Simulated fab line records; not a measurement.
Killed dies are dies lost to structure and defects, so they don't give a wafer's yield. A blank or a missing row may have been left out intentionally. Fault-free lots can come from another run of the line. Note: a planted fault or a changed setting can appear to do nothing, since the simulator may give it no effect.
A lot that was struck, set against a sound lot ; flow sky130 ; 16 out of 708 route steps
Sound: wafers L435.1, L435.5, L435.6. Wafers L442.1, L442.2, L442.4 were the ones struck. The cause comes at the end.
Per side, at each step with rows, come the tool, then ch with its chambers, and then its first start. Under that, the readings that differ: sound wafers ; struck wafers ; difference of the means ; sigmas: that difference in standard deviations of wafers without a fault.
alike: words and numbers the same on both sides, and readings whose means are apart by under 2 such deviations; not compared: readings that were withheld, readings missing a value for some wafer, numbers with overlapping values and no deviation given by the record, and bounds like >300 which may hide the same value.
The two part at a step that has a row with sigmas, a row that says differs or no value, or rows on one side only. Numbers that don't overlap but have no deviation are shown without sigmas and don't part them. Lack of a reading on every wafer of one side parts them only where that side has two or more wafers.

first, 3 steps without rows for these wafers: SKY_METAL1_EXPOSE_12 (exposes mask MM1, target cd 140 nm); SKY_METAL1_PEB_13; SKY_METAL1_DEVELOP_14 (develop time 60 s).
SKY_METAL1_CD_MEAS_15 targets a cd of 140 nm.
  sound: cdSem-01 at day 36 15:05; struck: cdSem-01 at day 37 21:06
  alike: cdNm
SKY_METAL1_OVL_MEAS_16:
  sound: overlay-02 at day 36 15:13; struck: overlay-02 at day 37 21:13
  alike: METAL1_OVL
SKY_METAL1_DESCUM_17: chemistry O2, time 8 s.
  sound on rieMetal-03 ch 0, day 36 15:15; struck on rieMetal-01 ch 0, day 37 21:16
  alike: drypumpMotorCurrentA, oesProductAu
  not compared: rfHoursCounterH
SKY_METAL1_ETCH_18: etches BARC in N2/H2, stops on SiO2, time 45.9 s, target depth 60 nm.
  sound on rieMetal-03 ch 0, day 36 15:19; struck on rieMetal-01 ch 0, day 37 21:19
  alike: drypumpMotorCurrentA, n2FlowSccm, oesProductAu, throttleValvePct
  not compared: rfHoursCounterH
SKY_METAL1_METAL_ETCH_19: etches the open film in Cl2/BCl3, stops on SiO2, target depth 360 nm, time 78 s.
  sound on rieMetal-03 ch 0, day 36 15:26; struck on rieMetal-01 ch 0, day 37 21:27
  alike: drypumpMotorCurrentA, oesProductAu, throttleValvePct
  not compared: rfHoursCounterH
SKY_METAL1_STRIP_20: strips in O2/N2.
  sound on plasmaAsher-01 ch 0,1, day 36 15:37; struck on plasmaAsher-02 ch 0,1, day 37 21:38
  alike: drypumpMotorCurrentA, n2FlowSccm, oesProductAu, stripTimeToEndpointS
  not compared: rfHoursCounterH
then, 3 steps without rows for these wafers: SKY_METAL1_STRIP_21 (strips in post etch residue remover, time 1200 s); SKY_METAL1_CLEAN_22 (cleans in IPA, time 180 s); SKY_METAL1_CLEAN_23 (cleans in O3/DIW).
SKY_VIA1_HDPCVD_00: deposits SiO2, target thk 1030 nm, time 171.7 s.
  sound on hdpcvd-02 ch 0,1,2, day 36 16:14; struck on hdpcvd-02 ch 0,1, day 37 22:16
reading;sound;struck;difference;sigmas
runLengthS (s);201.1 199.3 199.1;157.9 158.0 157.9;-41.9;-61
model.SiO2_of_VIA1_HDPCVD_00.thkNm (nm);1019 1008 1027;781 774.7 782.7;-239;
SKY_VIA1_THK_MEAS_01:
  sound: filmMetro-02 at day 36 16:20; struck: filmMetro-03 at day 37 22:23
reading;sound;struck;difference;sigmas
VIA1_HDPCVD_THK (nm);1019 1007 1027;781 774 783;-238;-22
SKY_VIA1_CMP_02: polishes SiO2.
  sound on cmp-02 ch 0,2,3, day 36 16:33; struck on cmp-01 ch 0,1,2, day 37 22:26
  alike: motorCurrentA
after that, 1 step had no rows for these wafers: SKY_PAD_OPEN_PROBE_99.

WHERE THEY PART
Last at SKY_VIA1_THK_MEAS_01 as far as this record goes, first at SKY_VIA1_HDPCVD_00. Later steps at which nothing parts them and some readings are alike: SKY_VIA1_CMP_02.

WHY: whatever the simulator had introduced
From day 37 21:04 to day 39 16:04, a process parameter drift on hdpcvd-02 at SKY_VIA1_HDPCVD_00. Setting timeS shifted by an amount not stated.
